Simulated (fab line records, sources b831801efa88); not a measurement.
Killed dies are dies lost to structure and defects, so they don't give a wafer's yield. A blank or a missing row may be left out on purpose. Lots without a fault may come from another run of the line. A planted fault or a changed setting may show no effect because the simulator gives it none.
Which tool did it? | flow gf180mcu | 12 lots, 36 wafers sampled, at 5 steps of a route of 602

WHAT THE GAUGES READ, wafer by wafer
GF_HV_LDD_OVL_MEAS_32. Usual: HV_LDD_02_OVL -1.3 nm, standard deviation 1.3.
lot  | measured     | on         | HV_LDD_02_OVL (nm) | flag
L976 | day 11 14:56 | overlay-02 | -1.3 -2.3 -1.2     |
L978 | day 12 05:41 | overlay-02 | -1.4 -1.4 0.0      |
L981 | day 13 05:53 | overlay-02 | -0.4 -3.1 -2.9     |
L982 | day 13 13:32 | overlay-02 | 0.4 -0.5 -0.5      |
L986 | day 14 16:02 | overlay-01 | 0.3 -0.8 0.1       |
L989 | day 15 21:59 | overlay-02 | -1.7 0.3 0.2       |
L990 | day 16 01:47 | overlay-01 | -2.1 0.7 1.0       |
L998 | day 18 13:35 | overlay-02 | -0.5 -2.0 -3.8     |
L999 | day 19 05:08 | overlay-02 | -3.1 -1.8 -0.4     |

GF_SAB_THK_MEAS_01. Usual: SAB_CVD_00_THK 49.8 nm, standard deviation 0.6.
lot  | measured     | on            | SAB_CVD_00_THK (nm) | flag
L976 | day 14 06:07 | film_metro-04 | 49.8 50.6 50.4      |
L978 | day 14 22:26 | film_metro-01 | 49.2 49.4 50.4      |
L981 | day 16 02:23 | film_metro-02 | 49.7 49.8 51.3      |
L982 | day 16 11:46 | film_metro-02 | 49.6 49.9 49.9      |
L986 | day 17 15:54 | film_metro-02 | 49.2 48.9 49.9      |
L989 | day 18 22:31 | film_metro-04 | 49.8 49.9 50.6      |
L990 | day 19 03:55 | film_metro-01 | 49.9 50.3 50.7      |
L998 | day 21 18:31 | film_metro-04 | 49.4 49.2 50.5      |
L999 | day 22 09:32 | film_metro-02 | 49.2 50.0 50.3      |

WHICH TOOL RAN EACH LOT (tool, then ch and the chambers of the sampled wafers, then the start)
lot  | GF_MVPSD_STRIP_10                    | GF_POLY_GATE_ETCH_13             | GF_POLY_GATE_STRIP_14
L976 | plasma_asher-04 ch 0,1, day 4 23:54  | rie_si-02 ch 0,1,3, day 9 07:01  | plasma_asher-01 ch 0,1, day 9 07:04
L978 | plasma_asher-04 ch 0, day 5 17:03    | rie_si-01 ch 0,2, day 9 19:16    | plasma_asher-03 ch 1, day 9 19:19
L981 | plasma_asher-04 ch 0,1, day 6 11:02  | rie_si-02 ch 0,3, day 10 19:49   | plasma_asher-02 ch 0,1, day 10 19:54
L982 | plasma_asher-02 ch 0,1, day 6 13:35  | rie_si-02 ch 1,2, day 11 01:34   | plasma_asher-02 ch 0,1, day 11 01:39
L986 | plasma_asher-01 ch 0,1, day 7 11:41  | rie_si-01 ch 0,1,3, day 12 00:28 | plasma_asher-03 ch 0,1, day 12 00:31
L989 | plasma_asher-01 ch 0,1, day 8 06:45  | rie_si-01 ch 0,3, day 13 04:34   | plasma_asher-02 ch 0,1, day 13 04:37
L990 | plasma_asher-02 ch 0,1, day 8 09:54  | rie_si-01 ch 1,2, day 13 07:40   | plasma_asher-02 ch 0,1, day 13 07:43
L991 | plasma_asher-01 ch 0,1, day 8 17:14  | rie_si-02 ch 1,2, day 13 18:16   | plasma_asher-02 ch 0,1, day 13 18:21
L992 | plasma_asher-02 ch 0,1, day 8 23:08  | rie_si-02 ch 0,3, day 13 23:10   | plasma_asher-01 ch 0,1, day 13 23:15
L993 | plasma_asher-01 ch 0,1, day 9 04:50  | rie_si-02 ch 0,2,3, day 14 02:31 | plasma_asher-01 ch 0,1, day 14 02:36
L998 | plasma_asher-01 ch 0,1, day 10 09:17 | rie_si-01 ch 1,2,3, day 15 13:13 | plasma_asher-01 ch 0,1, day 15 13:16
L999 | plasma_asher-01 ch 0,1, day 10 22:29 | rie_si-01 ch 0,2, day 16 04:04   | plasma_asher-01 ch 0,1, day 16 04:07
- GF_MVPSD_STRIP_10: strips in O2/N2.
- GF_POLY_GATE_ETCH_13: etches poly-Si in HBr/Cl2, stops on SiO2, target depth 198.5 nm, time 72.55 s.
- GF_POLY_GATE_STRIP_14: strips in O2/N2.

WHAT THE TOOLS THEMSELVES READ (means of the sampled wafers that have a number; where no wafer has one, the mark that the record gives instead)
GF_MVPSD_STRIP_10. Usual: chamber_pressure_mTorr 1500.3 mTorr, standard deviation 1.3; drypump_motor_current_A 5.8 A, standard deviation 0.32; heater_power_w 338 W, standard deviation 34; o2_flow_sccm 3001 sccm, standard deviation 8.3; oes_product_au 0.723 a.u., standard deviation 0.0051; strip_time_to_endpoint_s 36.97 s, standard deviation 0.1.
lot  | tool            | chamber_pressure_mTorr (mTorr) | drypump_motor_current_A (A) | heater_power_w (W) | o2_flow_sccm (sccm) | oes_product_au (a.u.) | strip_time_to_endpoint_s (s) | flag
L976 | plasma_asher-04 | 1499.5                         | 5.8                         | 337                | 2994                | 0.724                 | 36.92                        |
L978 | plasma_asher-04 | 1499.7                         | 5.5                         | 312                | 3004                | 0.723                 | 37.00                        |
L981 | plasma_asher-04 | 1500.8                         | 5.8                         | 338                | 3001                | 0.723                 | 36.94                        |
L982 | plasma_asher-02 | 1499.3                         | 5.7                         | 331                | 3002                | 0.720                 | 36.83                        |
L986 | plasma_asher-01 | 1500.2                         | 5.6                         | 344                | 2997                | 0.723                 | 36.99                        |
L989 | plasma_asher-01 | 1499.9                         | 5.6                         | 346                | 3001                | 0.724                 | 36.93                        |
L990 | plasma_asher-02 | 1499.6                         | 5.7                         | 332                | 2996                | 0.724                 | 37.09                        |
L991 | plasma_asher-01 | 1500.8                         | 5.8                         | 321                | 2995                | 0.723                 | 37.03                        |
L992 | plasma_asher-02 | 1499.7                         | 5.9                         | 325                | 3010                | 0.723                 | 37.13                        |
L993 | plasma_asher-01 | 1500.2                         | 5.6                         | 348                | 2995                | 0.725                 | 36.88                        |
L998 | plasma_asher-01 | 1500.0                         | 5.6                         | 351                | 3001                | 0.726                 | 37.16                        |
L999 | plasma_asher-01 | 1500.7                         | 5.8                         | 329                | 3002                | 0.722                 | 36.93                        |

GF_POLY_GATE_ETCH_13. Usual: HBr_flow_sccm 150.0 sccm, standard deviation 0.47; chamber_pressure_mTorr 10.001 mTorr, standard deviation 0.0088; drypump_motor_current_A 5.9 A, standard deviation 0.43; oes_product_au 0.984 a.u., standard deviation 0.007; throttle_valve_pct 33.686 %, standard deviation 0.0099.
lot  | tool      | HBr_flow_sccm (sccm) | chamber_pressure_mTorr (mTorr) | drypump_motor_current_A (A) | oes_product_au (a.u.) | throttle_valve_pct (%) | flag
L976 | rie_si-02 | 149.5                | 9.991                          | 6.0                         | 0.976                 | 33.685                 |
L978 | rie_si-01 | 149.8                | 10.006                         | 5.7                         | 0.987                 | 33.685                 |
L981 | rie_si-02 | 150.2                | 9.999                          | 6.1                         | 0.978                 | 33.683                 |
L982 | rie_si-02 | 150.3                | 9.998                          | 6.1                         | 0.976                 | 33.689                 |
L986 | rie_si-01 | 150.0                | 10.003                         | 5.5                         | 0.992                 | 33.696                 |
L989 | rie_si-01 | 149.8                | 9.998                          | 6.0                         | 0.982                 | 33.690                 |
L990 | rie_si-01 | 149.9                | 10.009                         | 5.3                         | 0.986                 | 33.680                 |
L991 | rie_si-02 | -                    | -                              | -                           | -                     | -                      | OFF
L992 | rie_si-02 | -                    | -                              | -                           | -                     | -                      | OFF
L993 | rie_si-02 | -                    | -                              | -                           | -                     | -                      | OFF
L998 | rie_si-01 | 150.2                | 10.005                         | 5.8                         | 0.978                 | 33.685                 |
L999 | rie_si-01 | 149.7                | 10.003                         | 5.5                         | 0.986                 | 33.699                 |

GF_POLY_GATE_STRIP_14. Usual: chamber_pressure_mTorr 1500.2 mTorr, standard deviation 1.4; drypump_motor_current_A 5.9 A, standard deviation 0.32; heater_power_w 331 W, standard deviation 20; o2_flow_sccm 3000 sccm, standard deviation 9.5; oes_product_au 0.503 a.u., standard deviation 0.0048.
lot  | tool            | chamber_pressure_mTorr (mTorr) | drypump_motor_current_A (A) | heater_power_w (W) | o2_flow_sccm (sccm) | oes_product_au (a.u.) | flag
L976 | plasma_asher-01 | 1500.6                         | 5.8                         | 325                | 3003                | 0.504                 |
L978 | plasma_asher-03 | 1499.5                         | 6.4                         | 327                | 2995                | 0.508                 |
L981 | plasma_asher-02 | 1500.1                         | 5.9                         | 329                | 3003                | 0.498                 |
L982 | plasma_asher-02 | 1500.2                         | 5.7                         | 334                | 3003                | 0.504                 |
L986 | plasma_asher-03 | 1501.4                         | 6.0                         | 326                | 3014                | 0.503                 |
L989 | plasma_asher-02 | 1499.5                         | 5.9                         | 326                | 2986                | 0.502                 |
L990 | plasma_asher-02 | 1500.9                         | 5.7                         | 328                | 3005                | 0.503                 |
L991 | plasma_asher-02 | 1500.0                         | 5.9                         | 330                | 2998                | 0.538                 | OFF
L992 | plasma_asher-01 | 1498.4                         | 5.8                         | 325                | 2998                | 0.541                 | OFF
L993 | plasma_asher-01 | 1499.9                         | 5.8                         | 325                | 2989                | 0.542                 | OFF
L998 | plasma_asher-01 | 1501.0                         | 5.6                         | 347                | 2990                | 0.507                 |
L999 | plasma_asher-01 | 1500.8                         | 5.6                         | 349                | 3008                | 0.496                 |

THE ANSWER, worked out from the rows above alone
Rule: a lot is off if the mean of its wafers that have a number lies more than 3 standard deviations from the usual mean. A lot without any number at a reading at which 4 lots or more have one is off too. The other lots that the step has rows for count as sound. The gauges are gone through in route order, then the tools' own readings, and for those a lot's mean is taken as printed above. The first step at which some lot is off is used, and at that step the reading that is off furthest; a lot without a number counts as furthest.
Off: L991, L992, L993, at GF_POLY_GATE_ETCH_13 (HBr_flow_sccm). Without a number there: L991, L992, L993.
A tool fits if, at that step or a process step before it, it ran every lot that is off, and no sound lot after the first of them. One fits: rie_si-02 at GF_POLY_GATE_ETCH_13. Its last sound lot is L982 (day 11 01:34), its first lot that is off L991 (day 13 18:16): a fault that began between those two fits.
Blank at GF_POLY_GATE_ETCH_13 on the lots that are off, where sound lots have numbers: HBr_flow_sccm, chamber_pressure_mTorr, drypump_motor_current_A, oes_product_au, throttle_valve_pct.

WHAT THE SIMULATOR HAD PUT IN
Skipped step whole: rie_si-02, from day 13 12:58 on, at GF_POLY_GATE_ETCH_13. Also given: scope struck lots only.
Lots struck among those shown: L991, L992, L993. The rule above found the same.
